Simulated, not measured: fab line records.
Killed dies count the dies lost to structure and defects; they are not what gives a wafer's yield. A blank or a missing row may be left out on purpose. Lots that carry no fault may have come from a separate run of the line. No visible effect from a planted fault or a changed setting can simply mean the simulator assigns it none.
Which tool did it? | flow sky130 | 11 lots with 33 wafers sampled at 6 steps, on a route of 708 steps

== WHAT THE GAUGES READ, wafer by wafer ==
SKY_SD_N_RS_MEAS_18: a four-point-probe measurement. Usual: RES_XHIGH_RS gives 332.8 ohm/sq (standard deviation 1.1).
lot  | measured     | on           | RES_XHIGH_RS (ohm/sq) | flag
L891 | day 28 16:44 | filmMetro-03 | 332.8 331.5 333.0     | 
L893 | day 29 01:25 | filmMetro-03 | 332.7 332.8 332.7     | 
L896 | day 29 08:23 | filmMetro-01 | 331.8 331.1 331.6     | 
L895 | day 29 12:32 | filmMetro-01 | 333.6 335.0 333.4     | 
L904 | day 32 08:04 | filmMetro-01 | 334.5 334.8 332.8     | 
L905 | day 32 23:35 | filmMetro-01 | 332.4 331.6 330.6     | 
L906 | day 33 13:20 | filmMetro-01 | 331.7 330.9 332.0     | 
L909 | day 34 02:08 | filmMetro-03 | 332.4 333.1 333.1     | 
L912 | day 34 22:48 | filmMetro-03 | 332.2 332.6 332.0     | 
L914 | day 35 03:56 | filmMetro-01 | 332.4 331.3 332.0     | 
L913 | day 35 06:32 | filmMetro-01 | 333.3 332.9 331.5     | 

SKY_LOCAL_INTERCONNECT_RS_MEAS_01: a four-point-probe measurement. Usual: LOCAL_INTERCONNECT_TIN_RS gives 14.11 ohm/sq (standard deviation 0.16).
lot  | measured     | on           | LOCAL_INTERCONNECT_TIN_RS (ohm/sq) | flag
L891 | day 29 23:16 | filmMetro-01 | 14.06 14.08 14.14                  | 
L893 | day 30 08:22 | filmMetro-02 | 13.94 13.84 13.98                  | 
L896 | day 30 14:22 | filmMetro-01 | 13.98 14.07 13.94                  | 
L895 | day 30 18:40 | filmMetro-01 | 14.16 14.26 14.21                  | 
L904 | day 33 13:26 | filmMetro-02 | 14.12 14.10 14.09                  | 
L905 | day 34 04:00 | filmMetro-02 | 14.45 14.37 14.39                  | 
L906 | day 34 17:29 | filmMetro-01 | 14.02 14.16 14.11                  | 
L909 | day 35 06:22 | filmMetro-02 | 14.13 14.15 14.06                  | 
L912 | day 36 02:44 | filmMetro-02 | 14.11 13.93 14.03                  | 
L914 | day 36 07:49 | filmMetro-03 | 14.15 14.20 14.35                  | 
L913 | day 36 10:41 | filmMetro-02 | 14.15 14.23 14.14                  | 

SKY_CONTACT_RS_MEAS_25: a four-point-probe measurement. Usual: CONTACT_W_RS gives 0.331 ohm/sq (standard deviation 0.0069).
lot  | measured     | on           | CONTACT_W_RS (ohm/sq) | flag
L891 | day 32 10:01 | filmMetro-01 | 0.322 0.331 0.325     | 
L893 | day 32 19:08 | filmMetro-01 | 0.261 0.263 0.324     | OFF
L896 | day 33 00:28 | filmMetro-02 | 0.325 0.261 0.272     | OFF
L895 | day 33 04:37 | filmMetro-01 | 0.262 0.325 0.333     | OFF
L904 | day 35 19:43 | filmMetro-04 | 0.337 0.340 0.338     | 
L905 | day 36 10:07 | filmMetro-04 | 0.339 0.338 0.346     | 
L906 | day 36 23:42 | filmMetro-04 | 0.332 0.327 0.323     | 
L909 | day 37 11:43 | filmMetro-01 | 0.334 0.331 0.323     | 
L912 | day 38 07:20 | filmMetro-01 | 0.333 0.335 0.332     | 
L914 | day 38 13:01 | filmMetro-01 | 0.318 0.335 0.323     | 
L913 | day 38 15:23 | filmMetro-04 | 0.336 0.321 0.320     | 

SKY_CONTACT_THK_MEAS_26: measures by xrf. Usual: CONTACT_W_THK gives 350 nm (standard deviation 7.9).
lot  | measured     | on           | CONTACT_W_THK (nm) | flag
L891 | day 32 10:07 | filmMetro-01 | 362 351 359        | 
L893 | day 32 19:14 | filmMetro-01 | 448 447 357        | OFF
L896 | day 33 00:35 | filmMetro-02 | 353 438 421        | OFF
L895 | day 33 04:43 | filmMetro-01 | 443 355 348        | OFF
L904 | day 35 19:49 | filmMetro-04 | 341 339 342        | 
L905 | day 36 10:13 | filmMetro-04 | 345 344 339        | 
L906 | day 36 23:49 | filmMetro-04 | 352 353 364        | 
L909 | day 37 11:50 | filmMetro-01 | 347 349 359        | 
L912 | day 38 07:27 | filmMetro-01 | 345 345 348        | 
L914 | day 38 13:08 | filmMetro-01 | 362 345 359        | 
L913 | day 38 15:30 | filmMetro-04 | 345 360 362        | 

== TOOL THAT RAN EACH LOT (tool first, then ch and the chambers of the sampled wafers, then the start) ==
lot  | SKY_LI_CONTACT_STRIP_16             | SKY_CONTACT_CVD_24
L891 | plasmaAsher-04 ch 0,1, day 29 22:10 | cvdW-01 ch 0,1, day 32 09:54
L893 | plasmaAsher-04 ch 0,1, day 30 07:15 | cvdW-01 ch 1, day 32 18:57
L896 | plasmaAsher-01 ch 0,1, day 30 13:16 | cvdW-01 ch 0,1, day 33 00:22
L895 | plasmaAsher-02 ch 0,1, day 30 17:34 | cvdW-01 ch 0,1, day 33 04:29
L904 | plasmaAsher-01 ch 0,1, day 33 12:16 | cvdW-02 ch 0,1, day 35 19:35
L905 | plasmaAsher-02 ch 0,1, day 34 02:53 | cvdW-02 ch 0,1, day 36 09:59
L906 | plasmaAsher-02 ch 0,1, day 34 16:22 | cvdW-01 ch 0,1, day 36 23:35
L909 | plasmaAsher-01 ch 0,1, day 35 05:16 | cvdW-01 ch 0,1, day 37 11:37
L912 | plasmaAsher-02 ch 0,1, day 36 01:37 | cvdW-01 ch 0, day 38 07:13
L914 | plasmaAsher-01 ch 0,1, day 36 06:43 | cvdW-01 ch 0,1, day 38 12:55
L913 | plasmaAsher-04 ch 0,1, day 36 09:34 | cvdW-01 ch 0,1, day 38 15:16
- SKY_LI_CONTACT_STRIP_16: strips in O2/N2.
- SKY_CONTACT_CVD_24: deposits W, target thk 340 nm, time 102.12 s.

== AS READ BY THE TOOLS THEMSELVES (means over the sampled wafers that have a number; for cases with no such wafer, the mark the record gives instead) ==
SKY_LI_CONTACT_STRIP_16. Usual: drypumpMotorCurrentA 5.92 A, standard deviation 0.17; oesProductAu 0.375 a.u., standard deviation 0.0046; stripTimeToEndpointS 3.49 s, standard deviation 0.037.
lot  | tool           | drypumpMotorCurrentA (A) | oesProductAu (a.u.) | stripTimeToEndpointS (s) | flag
L891 | plasmaAsher-04 | 5.96                     | 0.372               | 3.50                     | 
L893 | plasmaAsher-04 | 5.86                     | 0.375               | 3.43                     | 
L896 | plasmaAsher-01 | 6.12                     | 0.378               | 3.48                     | 
L895 | plasmaAsher-02 | 5.78                     | 0.377               | 3.46                     | 
L904 | plasmaAsher-01 | 6.01                     | 0.370               | 3.50                     | 
L905 | plasmaAsher-02 | 5.81                     | 0.372               | 3.45                     | 
L906 | plasmaAsher-02 | 5.78                     | 0.376               | 3.47                     | 
L909 | plasmaAsher-01 | 6.02                     | 0.374               | 3.52                     | 
L912 | plasmaAsher-02 | 5.81                     | 0.374               | 3.48                     | 
L914 | plasmaAsher-01 | 6.00                     | 0.374               | 3.49                     | 
L913 | plasmaAsher-04 | 5.83                     | 0.370               | 3.45                     | 

SKY_CONTACT_CVD_24. Usual: heaterPowerW 938 W, standard deviation 110; susceptorTempC 399.99 C, standard deviation 0.23.
lot  | tool    | heaterPowerW (W) | susceptorTempC (C) | flag
L891 | cvdW-01 | 954              | 400.23             | 
L893 | cvdW-01 | 1031             | 399.92             | 
L896 | cvdW-01 | 950              | 399.83             | 
L895 | cvdW-01 | 944              | 399.91             | 
L904 | cvdW-02 | 913              | 399.73             | 
L905 | cvdW-02 | 971              | 399.92             | 
L906 | cvdW-01 | 878              | 399.97             | 
L909 | cvdW-01 | 884              | 400.20             | 
L912 | cvdW-01 | 810              | 399.90             | 
L914 | cvdW-01 | 950              | 400.20             | 
L913 | cvdW-01 | 957              | 399.80             | 

== THE ANSWER, worked out from the rows above alone ==
Rule: a lot counts as off when the mean over its wafers that have a number is more than 3 standard deviations away from the usual mean. A lot without any number at a reading at which 4 lots or more have one is off too. All remaining lots with rows at the step are treated as sound. After the gauges, taken in route order, come the tools' own readings; for these a lot's mean is taken, as printed above. The first step at which some lot is off is used, and at that step the reading that is off furthest; a lot without a number counts as furthest.
Off: L893, L896, L895, at SKY_CONTACT_RS_MEAS_25 (CONTACT_W_RS).
A tool fits if, at a process step before that reading, it ran every lot that is off, and no sound lot after the first of them. Gauges at SKY_CONTACT_RS_MEAS_25: tried the same way as those tools. Of those tried, none fits.

== WHAT THE SIMULATOR HAD PUT IN ==
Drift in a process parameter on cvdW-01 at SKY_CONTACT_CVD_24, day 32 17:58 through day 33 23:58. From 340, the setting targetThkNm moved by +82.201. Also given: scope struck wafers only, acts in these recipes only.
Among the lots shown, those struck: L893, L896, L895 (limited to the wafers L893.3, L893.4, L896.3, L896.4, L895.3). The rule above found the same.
